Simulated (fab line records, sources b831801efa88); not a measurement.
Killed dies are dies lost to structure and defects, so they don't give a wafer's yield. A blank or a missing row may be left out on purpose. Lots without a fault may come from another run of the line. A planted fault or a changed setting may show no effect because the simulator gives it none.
Which tool did it? | flow sky130 | 6 lots, 18 wafers sampled, at 2 steps of a route of 708

WHAT THE GAUGES READ, wafer by wafer
SKY_LDD_HVP_TW_MEAS_10.
lot  | measured     | on            | LDD_HVP_TW
L612 | day 22 17:26 | film_metro-01 | 457.3 456.9 456.6
L614 | day 23 19:37 | film_metro-03 | 458.9 458.0 454.2
L621 | day 26 04:07 | film_metro-03 | 362.9 365.4 364.7
L627 | day 28 01:28 | film_metro-03 | 453.8 458.0 455.9
L629 | day 28 16:59 | film_metro-04 | 459.7 458.9 460.5
L631 | day 29 11:23 | film_metro-01 | 461.3 459.4 460.4

WHICH TOOL RAN EACH LOT (tool, then ch and the chambers of the sampled wafers, then the start)
lot  | SKY_LDD_HVP_IMPLANT_08
L612 | implanter-02 ch 0, day 22 17:11
L614 | implanter-03 ch 0, day 23 19:22
L621 | implanter-03 ch 0, day 26 03:52
L627 | implanter-02 ch 0, day 28 01:13
L629 | implanter-02 ch 0, day 28 16:44
L631 | implanter-03 ch 0, day 29 11:08
- SKY_LDD_HVP_IMPLANT_08

THE ANSWER, worked out from the rows above alone
Rule: what is usual is taken from the lots themselves. Put in order of their means at a reading, lots are off if they are a third of the lots or fewer, leave a main group of 4 or more, and stand apart from it by a gap of 3 or more times the standard deviation of the main group's means; of several such gaps the widest counts. A main group whose means are all the same, to the digits that the tables above print for the reading, isn't used. A lot without any number at a reading at which 4 lots or more have one is off too. The other lots that the step has rows for count as sound.
Off: L621, at SKY_LDD_HVP_TW_MEAS_10 (LDD_HVP_TW). The main group: mean 458.0, standard deviation 1.7.
A tool fits if, at a process step before that reading, it ran every lot that is off, and no sound lot after the first of them. The gauges at SKY_LDD_HVP_TW_MEAS_10 are tried like those tools. None of those tried fits.

WHAT THE SIMULATOR HAD PUT IN
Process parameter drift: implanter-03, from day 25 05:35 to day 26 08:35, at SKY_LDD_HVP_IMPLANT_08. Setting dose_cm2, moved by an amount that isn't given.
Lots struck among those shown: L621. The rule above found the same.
